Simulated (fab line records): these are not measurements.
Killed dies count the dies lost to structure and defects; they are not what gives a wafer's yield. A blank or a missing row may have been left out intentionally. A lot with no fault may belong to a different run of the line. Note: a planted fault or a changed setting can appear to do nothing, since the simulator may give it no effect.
fab line records	flow sky130
record lots=6	wafers=16	last_day=50
route steps=708 shown CONTACT@418 PAD_OPEN@708
lots untouched by any fault: they come from a run of this same line in which no faults occurred
start_h: the number of hours between the record's first day and the start of the first shown wafer of the lot	wait_h: hours since the lot's step before	" repeats the value in the row above	L1.1+2: a single row standing in for several wafers	- either no value or no given start	* or withheld: withheld	< > ~ a bound
route shown NAME@n: names a module that has steps shown in the file, with the first one's number in the route	usual: average and standard deviation across the fault-free wafers	same: alike in all rows	chamber/n: place in a boat	sites: the reading at each site	_std_site: standard deviation of those values	_edge_site: mean of outer sites minus mean of inner sites	radius_mm: for every site, how far away it sits from the centre of the wafer	mask NAME#n: copy n	behind: the most recent tool/chamber to have shaped the wafer	hold: why the lot was held/for how many hours/how that ended	device: which transistor (n, p or np) failed to switch	end of line: the tests these same wafers got at the end of their route	a step given without rows: its recipe and nothing more	killed: at the first sort, the dies lost to defects and structure; wafer yield is something else	map: a wafer's dies, marking killed ones x, the rest . and places with no die _
set.NAME: the setting the step ran with; set.NAME@STEP: the setting that earlier step ran with	model.NAME: the simulator's own value behind a step, which no gauge read
lots seen at some steps along the route; tables by step, rows by wafer
services: a tool's chamber out of use, with start hour (start_h, from the record's first day; less than 0 if before it), hours out, and reason
## steps
# step SKY_CONTACT_PEB_12
# recipe peb_temp_c=withheld	peb_time_s=withheld	resist=KrF-thick
# step SKY_CONTACT_DEVELOP_13
# recipe develop_time_s=60	resist=KrF-thick	dev_temp_c=21
# step SKY_CONTACT_CD_MEAS_14
# recipe target_cd_nm=170
# usual cd_nm=170.4/1.2
lot.wafer	tool	chamber	start_h	wait_h	cd_nm
L332.1	cd_sem-02	-	733.03	-	172.1
L332.3	"	-	"	"	170.8
L332.4	"	-	"	"	172.0
L336.1	cd_sem-02	-	781.20	-	169.4
L336.2	"	-	"	"	168.1
L336.3	"	-	"	"	168.7
L345.3	cd_sem-01	-	844.65	-	172.0
L345.5	"	-	"	"	171.3
L346.2	cd_sem-02	-	849.48	-	170.4
L346.5	"	-	"	"	170.1
L347.1	cd_sem-02	-	867.96	-	167.1
L347.2	"	-	"	"	169.8
L347.4	"	-	"	"	168.5
L354.2	cd_sem-01	-	906.17	-	170.9
L354.5	"	-	"	"	171.4
L354.6	"	-	"	"	170.8
# step SKY_CONTACT_OVL_MEAS_15
# usual CONTACT_OVL=-3/4.3
lot.wafer	tool	chamber	start_h	wait_h	CONTACT_OVL[nm]
L332.1	overlay-01	-	733.15	0.1	-6
L332.3	"	-	"	"	-1
L332.4	"	-	"	"	-5
L336.1	overlay-02	-	781.32	0.1	5
L336.2	"	-	"	"	-1
L336.3	"	-	"	"	5
L345.3	overlay-01	-	844.74	0.1	-3
L345.5	"	-	"	"	0
L346.2	overlay-01	-	849.58	0.1	1
L346.5	"	-	"	"	2
L347.1	overlay-02	-	868.08	0.1	-3
L347.2	"	-	"	"	-5
L347.4	"	-	"	"	-8
L354.2	overlay-02	-	906.28	0.1	0
L354.5	"	-	"	"	-1
L354.6	"	-	"	"	-2
# step SKY_CONTACT_ETCH_16
# recipe chemistry=N2/H2	target=BARC	ion_energy_ev=200	source_w=500	bias_w=100	pressure_mtorr=30	n2_flow_sccm=100	h2_flow_sccm=200	stop_on=SiO2	time_s=45.9	target_depth_a=600
# step SKY_CONTACT_ETCH_17
# recipe target=SiO2	chemistry=C4F8/O2/Ar	stop_on=Si3N4	mask_material=KrF-thick	source_w=1500	bias_w=1200	pressure_mtorr=40	c4f8_flow_sccm=withheld	O2_flow_sccm=6	Ar_flow_sccm=300	time_s=withheld	target_depth_a=3400
# usual bias_w=1200/3.6	chamber_pressure_mTorr=40.00/0.039	oes_product_au=0.892/0.0046
lot.wafer	tool	chamber	start_h	wait_h	bias_w	chamber_pressure_mTorr	oes_product_au
L332.1	rie_diel-03	3	733.23	0.0	1203	39.94	0.895
L332.3	"	2	"	"	1202	39.95	0.893
L332.4	"	0	"	"	1197	40.01	0.899
L336.1	rie_diel-03	1	781.40	0.0	1205	39.99	0.886
L336.2	"	3	"	"	1204	40.01	0.890
L336.3	"	0	"	"	1198	39.93	0.888
L345.3	rie_diel-03	1	844.80	0.0	1199	40.03	0.896
L345.5	"	0	"	"	1199	40.06	0.895
L346.2	rie_diel-04	0	849.66	0.0	1198	40.00	0.901
L346.5	"	2	"	"	1202	40.00	0.890
L347.1	rie_diel-01	2	868.16	0.0	1195	39.96	0.891
L347.2	"	3	"	"	1194	40.05	0.889
L347.4	"	1	"	"	1204	39.94	0.893
L354.2	rie_diel-03	3	906.35	0.0	1197	39.98	0.890
L354.5	"	3	"	"	1199	39.98	0.887
L354.6	"	2	"	"	1198	40.03	0.889
# step SKY_CONTACT_ETCH_18
# recipe target=Si3N4	chemistry=CHF3/O2	stop_on=TiN	source_w=600	bias_w=200	pressure_mtorr=40	chf3_flow_sccm=50	O2_flow_sccm=5	time_s=39	target_depth_a=750
# usual bias_w=200.0/0.6	chamber_pressure_mTorr=40.00/0.035	drypump_motor_current_A=5.7/0.47	oes_product_au=0.856/0.0079	throttle_valve_pct=8.794/0.0099
lot.wafer	tool	chamber	start_h	wait_h	bias_w	chamber_pressure_mTorr	drypump_motor_current_A	oes_product_au	rf_hours_counter_h	throttle_valve_pct
L332.1	rie_diel-03	3	-	-	200.5	39.98	5.8	0.855	13	8.786
L332.3	"	2	"	"	199.8	40.01	5.3	0.850	7	8.792
L332.4	"	0	"	"	199.6	40.02	6.5	0.851	4	8.799
L336.1	rie_diel-03	1	-	-	199.4	39.94	5.5	0.855	14	8.793
L336.2	"	3	"	"	200.5	40.01	5.8	0.848	15	8.778
L336.3	"	0	"	"	199.2	39.98	6.5	0.859	6	8.783
L345.3	rie_diel-03	1	-	-	199.2	39.95	5.6	0.852	16	8.784
L345.5	"	0	"	"	199.7	39.96	6.5	0.861	-	8.795
L346.2	rie_diel-04	0	-	-	200.1	40.05	6.2	0.840	12	8.774
L346.5	"	2	"	"	200.1	40.00	5.5	0.852	-	8.786
L347.1	rie_diel-01	2	-	-	199.4	40.00	6.2	0.845	0	8.785
L347.2	"	3	"	"	200.6	39.98	6.0	0.850	18	8.793
L347.4	"	1	"	"	200.6	40.03	5.8	0.860	15	8.797
L354.2	rie_diel-03	3	-	-	201.1	39.96	5.7	0.865	19	8.790
L354.5	"	3	"	"	199.7	39.98	5.8	0.873	-	8.786
L354.6	"	2	"	"	199.5	39.97	5.2	0.867	-	8.790
# step SKY_CONTACT_STRIP_19
# recipe chemistry=O2/N2	power_w=1400	pressure_mtorr=1500	platen_temp_c=withheld	o2_flow_sccm=3000	n2_flow_sccm=300	overash_fraction=0.5
# usual chamber_pressure_mTorr=1500.1/1.4	drypump_motor_current_A=5.5/0.52	oes_product_au=0.381/0.0046	strip_time_to_endpoint_s=3.629/0.028
lot.wafer	tool	chamber	start_h	wait_h	chamber_pressure_mTorr	drypump_motor_current_A	oes_product_au	rf_hours_counter_h	strip_time_to_endpoint_s
L332.1	plasma_asher-02	0	733.32	-	1501.2	4.9	0.379	91	3.627
L332.3	"	1	"	"	1500.7	5.6	0.380	-	3.650
L332.4	"	0	"	"	1499.0	4.9	0.365	-	3.620
L336.1	plasma_asher-03	0	781.49	-	1500.8	6.4	0.388	3	3.560
L336.2	"	1	"	"	1500.5	5.4	0.379	3	3.588
L336.3	"	1	"	"	1497.0	5.4	0.376	-	3.579
L345.3	plasma_asher-03	1	844.93	-	1498.5	5.4	0.382	-	3.592
L345.5	"	1	"	"	1499.3	5.4	0.378	-	3.639
L346.2	plasma_asher-01	1	849.75	-	1499.1	5.5	0.385	41	3.615
L346.5	"	1	"	"	1500.7	5.4	0.376	-	3.623
L347.1	plasma_asher-03	1	868.25	-	1498.1	5.4	0.385	13	3.647
L347.2	"	0	"	"	1500.7	6.4	0.384	13	3.656
L347.4	"	1	"	"	1499.5	5.4	0.380	-	3.627
L354.2	plasma_asher-02	1	906.44	-	1498.8	5.6	0.389	110	3.653
L354.5	"	1	"	"	1499.5	5.6	0.382	-	3.665
L354.6	"	0	"	"	1499.6	4.9	0.374	-	3.685
# step SKY_CONTACT_STRIP_20
# recipe chemistry=post_etch_residue_remover	time_s=1200	temp_c=72.5
# step SKY_CONTACT_CLEAN_21
# recipe chemistry=IPA	time_s=180	temp_c=25
# step SKY_CONTACT_CLEAN_22
# recipe chemistry=O3/DIW	dry=n2_spin
# step SKY_CONTACT_SPUTTER_23
# recipe material=TiN	target_thk_nm=20	chamber_pressure_pa=5	power_w=4000	time_s=80
# usual throttle_valve_pct=31.0/1.1
lot.wafer	tool	chamber	start_h	wait_h	throttle_valve_pct
L332.1	pvd_sputter-02	-	733.91	0.0	31.0
L332.3	"	-	"	"	28.4
L332.4	"	-	"	"	28.2
L336.1	pvd_sputter-01	-	782.11	0.0	30.6
L336.2	"	-	"	"	29.6
L336.3	"	-	"	"	31.4
L345.3	pvd_sputter-01	-	845.49	0.0	29.6
L345.5	"	-	"	"	31.4
L346.2	pvd_sputter-03	-	850.34	0.0	32.0
L346.5	"	-	"	"	31.5
L347.1	pvd_sputter-01	-	868.84	0.0	30.7
L347.2	"	-	"	"	31.3
L347.4	"	-	"	"	29.6
L354.2	pvd_sputter-01	-	907.03	0.0	30.4
L354.5	"	-	"	"	31.4
L354.6	"	-	"	"	30.2
# step SKY_CONTACT_CVD_24
# recipe material=W	target_thk_nm=340	time_s=102.12	temp_c=400	pressure_torr=40
# usual heater_power_w=967/86
lot.wafer	tool	chamber	start_h	wait_h	heater_power_w	model.W_of_CONTACT_CVD_24.thk_nm
L332.1	cvd_w-01	1	733.97	0.0	960	340.4
L332.3	"	0	"	"	1078	344.1
L332.4	"	1	"	"	915	339.7
L336.1	cvd_w-02	1	782.17	0.0	872	341.5
L336.2	"	0	"	"	873	337.1
L336.3	"	0	"	"	868	338.8
L345.3	cvd_w-01	0	845.59	0.1	1126	349.7
L345.5	"	1	"	"	960	313.3
L346.2	cvd_w-01	0	850.41	0.0	1105	313.7
L346.5	"	1	"	"	953	308.9
L347.1	cvd_w-02	0	868.91	0.0	884	342.2
L347.2	"	1	"	"	905	341.7
L347.4	"	0	"	"	879	343.7
L354.2	cvd_w-02	1	907.09	0.0	912	344.7
L354.5	"	1	"	"	900	343.9
L354.6	"	0	"	"	885	342.2
# step SKY_CONTACT_RS_MEAS_25
# recipe thk_meas_gauge=four-point-probe	reads=W_of_CONTACT_CVD_24+TiN_of_CONTACT_SPUTTER_23
# usual CONTACT_W_RS=0.337/0.0032
lot.wafer	tool	chamber	start_h	wait_h	CONTACT_W_RS[ohm/sq]
L332.1	film_metro-02	-	734.08	0.1	0.338
L332.3	"	-	"	"	0.333
L332.4	"	-	"	"	0.339
L336.1	film_metro-01	-	782.28	0.1	0.336
L336.2	"	-	"	"	0.341
L336.3	"	-	"	"	0.339
L345.3	film_metro-04	-	845.71	0.1	0.328
L345.5	"	-	"	"	0.367
L346.2	film_metro-04	-	850.54	0.1	0.366
L346.5	"	-	"	"	0.372
L347.1	film_metro-04	-	869.02	0.1	0.336
L347.2	"	-	"	"	0.336
L347.4	"	-	"	"	0.334
L354.2	film_metro-04	-	907.22	0.1	0.333
L354.5	"	-	"	"	0.334
L354.6	"	-	"	"	0.335
# step SKY_CONTACT_THK_MEAS_26
# recipe thk_meas_gauge=xrf	reads=W_of_CONTACT_CVD_24
# usual CONTACT_W_THK=343/3.7
lot.wafer	tool	chamber	start_h	wait_h	CONTACT_W_THK[nm]
L332.1	film_metro-02	-	734.20	0.1	344
L332.3	"	-	"	"	350
L332.4	"	-	"	"	342
L336.1	film_metro-01	-	782.40	0.1	342
L336.2	"	-	"	"	340
L336.3	"	-	"	"	341
L345.3	film_metro-04	-	845.81	0.1	349
L345.5	"	-	"	"	312
L346.2	film_metro-04	-	850.65	0.1	313
L346.5	"	-	"	"	309
L347.1	film_metro-04	-	869.14	0.1	341
L347.2	"	-	"	"	341
L347.4	"	-	"	"	346
L354.2	film_metro-04	-	907.33	0.1	345
L354.5	"	-	"	"	348
L354.6	"	-	"	"	344
# step SKY_CONTACT_CMP_27
# recipe stop_on=SiO2	t_overpolish_s=15	down_force_psi=3.5	platen_rpm=60	target_thk_nm=0	pad_velocity_m_s=0.94248
# usual motor_current_A=11.1/1.2	slurry_filter_dp_kPa=13.51/0.14	time_to_endpoint_s=83/3.2
lot.wafer	tool	chamber	start_h	wait_h	motor_current_A	slurry_filter_dp_kPa	time_to_endpoint_s
L332.1	cmp-02	1	734.31	0.1	10.5	13.43	80
L332.3	"	2	"	"	12.0	13.40	84
L332.4	"	3	"	"	11.3	13.77	82
L336.1	cmp-02	1	782.51	0.1	10.6	13.49	78
L336.2	"	2	"	"	12.4	13.40	82
L336.3	"	3	"	"	11.2	13.44	81
L345.3	cmp-01	1	845.90	0.1	13.5	13.55	87
L345.5	"	1	"	"	13.3	13.69	75
L346.2	cmp-02	0	850.75	0.1	9.4	13.51	80
L346.5	"	0	"	"	9.6	13.51	76
L347.4	cmp-02	2	869.25	0.1	12.6	13.47	84
L347.1	"	3	"	"	11.8	13.61	83
L347.2	"	0	"	"	9.4	13.65	82
L354.2	cmp-01	3	907.48	0.1	10.7	13.65	90
L354.6	"	3	"	"	10.9	13.28	87
L354.5	"	0	"	"	10.3	13.41	88
# step SKY_PAD_OPEN_PROBE_99
# usual killed_at_M0_to_M3=42/7.1	killed_at_M4_up=3.3/1.9	killed_at_contacts=24/5	killed_at_front_end=15/4.7	killed_at_other=0.3/0.61	killed_dies=86/9.6	killed_open=47/7.5	killed_short=38/6.6
# same gross_dies=492	killed_at_back_side=0
lot.wafer	tool	chamber	start_h	wait_h	killed_at_M0_to_M3	killed_at_M4_up	killed_at_contacts	killed_at_front_end	killed_at_other	killed_dies	killed_open	killed_short
L336.1	prober-02	-	1110.63	0.1	54	3	19	18	0	94	46	48
L336.2	prober-02	-	1110.68	0.1	34	3	26	14	0	77	53	24
L336.3	prober-02	-	1110.73	0.2	32	6	27	11	0	76	39	37
L345.3	prober-01	-	1157.15	0.2	45	4	29	20	0	98	49	49
L345.5	prober-01	-	1157.25	0.2	37	1	24	12	0	74	40	34
L347.1	prober-02	-	1175.77	0.1	48	2	22	27	0	99	60	39
L347.2	prober-02	-	1175.82	0.1	35	6	30	11	1	83	38	45
L347.4	prober-02	-	1175.92	0.2	41	4	18	14	0	77	35	42
# killed by level:class
L336.1 CONTACT:geometric_particle:open=11 METAL1:geometric_particle:short=10 VIA1:geometric_particle:short=9 VIA2:geometric_particle:short=6 VIA1:geometric_particle:open=6 VIA2:geometric_particle:open=6 LI_CONTACT:geometric_particle:open=5 METAL2:geometric_particle:short=5
L336.2 LI_CONTACT:geometric_particle:open=9 VIA1:geometric_particle:open=9 CONTACT:geometric_particle:open=8 POLY_GATE:geometric_particle:open=4 LOCAL_INTERCONNECT:geometric_particle:short=4 METAL2:geometric_particle:open=4 VIA2:geometric_particle:short=4 VIA2:geometric_particle:open=4
L336.3 CONTACT:geometric_particle:open=13 METAL1:geometric_particle:short=7 VIA1:geometric_particle:open=7 CONTACT:geometric_particle:short=6 POLY_GATE:geometric_particle:open=4 VIA1:geometric_particle:short=4 FIELD_ISO:geometric_particle:open=3 FIELD_ISO:geometric_particle:short=3
L345.3 VIA1:geometric_particle:open=10 CONTACT:geometric_particle:open=9 VIA3:geometric_particle:open=9 VIA3:geometric_particle:short=8 FIELD_ISO:geometric_particle:open=6 CONTACT:geometric_particle:short=6 FIELD_ISO:geometric_particle:short=5 LI_CONTACT:geometric_particle:open=5
L345.5 VIA1:geometric_particle:open=11 CONTACT:geometric_particle:open=7 VIA3:geometric_particle:open=7 LI_CONTACT:geometric_particle:open=5 LI_CONTACT:geometric_particle:short=5 CONTACT:geometric_particle:short=4 VIA2:geometric_particle:open=4 SPACER:geometric_particle:short=3
L347.1 VIA1:geometric_particle:open=13 CONTACT:geometric_particle:open=11 LI_CONTACT:geometric_particle:open=7 VIA2:geometric_particle:open=7 POLY_GATE:geometric_particle:short=6 VIA3:geometric_particle:open=6 FIELD_ISO:geometric_particle:open=5 FIELD_ISO:geometric_particle:short=4
L347.2 LI_CONTACT:geometric_particle:open=8 CONTACT:geometric_particle:open=7 CONTACT:geometric_particle:short=7 VIA1:geometric_particle:open=6 METAL2:geometric_particle:short=6 LOCAL_INTERCONNECT:geometric_particle:short=5 VIA3:geometric_particle:open=5 VIA2:geometric_particle:open=4
L347.4 METAL2:geometric_particle:short=8 CONTACT:geometric_particle:open=6 POLY_GATE:geometric_particle:open=5 CONTACT:geometric_particle:short=5 VIA1:geometric_particle:open=5 METAL1:geometric_particle:short=5 VIA3:geometric_particle:open=5 FIELD_ISO:geometric_particle:open=4
## services
tool	chamber	start_h	hours	kind
rie_diel-01	-	725.40	2.8	pm
cvd_w-02	-	730.74	2.8	pm
plasma_asher-03	-	733.75	9.0	pm
cvd_w-02	1	735.16	4.1	repair
cvd_w-02	-	738.03	6.0	pm
cmp-01	-	744.11	4.0	pm
cmp-02	-	754.37	5.1	repair
cvd_w-02	0	755.47	18.5	repair
rie_diel-03	-	756.24	4.3	pm
rie_diel-03	1	771.71	8.4	repair
cvd_w-01	-	773.64	2.8	pm
cmp-02	-	780.18	1.8	repair
rie_diel-01	1	783.15	8.6	repair
rie_diel-03	-	793.74	2.8	pm
rie_diel-03	2	803.69	2.5	repair
plasma_asher-03	-	807.92	1.5	repair
plasma_asher-03	-	849.57	1.6	repair
rie_diel-03	2	859.13	13.1	repair
cvd_w-02	-	864.74	3.9	repair
rie_diel-03	0	866.71	5.2	repair
rie_diel-03	1	886.23	1.4	repair
plasma_asher-03	-	896.06	14.6	pm
cmp-02	-	896.10	2.9	repair
cvd_w-01	-	904.00	14.0	pm
## key
first_sign step=SKY_CONTACT_RS_MEAS_25	reading=CONTACT_W_RS	direction=up	sigmas=9.7	usual=0.337	struck=0.368
effect step=SKY_CONTACT_THK_MEAS_26	reading=CONTACT_W_THK	direction=down	sigmas=8.4	usual=343	struck=311
model_effect step=SKY_CONTACT_CVD_24	value=W_of_CONTACT_CVD_24.thk_nm	without=340.8	struck=312
met_at SKY_CONTACT_CVD_24
struck_wafers L345.5,L346.2,L346.5
tester_left_out L345,L346
onset_between 733.97 845.59
fault kind=process_parameter_drift	tool=cvd_w-01	chamber=-	onset_h=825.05	steps=SKY_CONTACT_CVD_24	channel=target_thk_nm	offset=-28.916	shape=step	end_h=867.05	scope=struck_wafers_only	acts_in=these_recipes_only	stated=340
# tester_left_out: of these lots the tester's yield and bins aren't shown, on N5 and GAA mostly nor the transistor test; their killed dies are dies lost to structure and defects alone, not to doping, threshold or leakage, so they don't give the yield
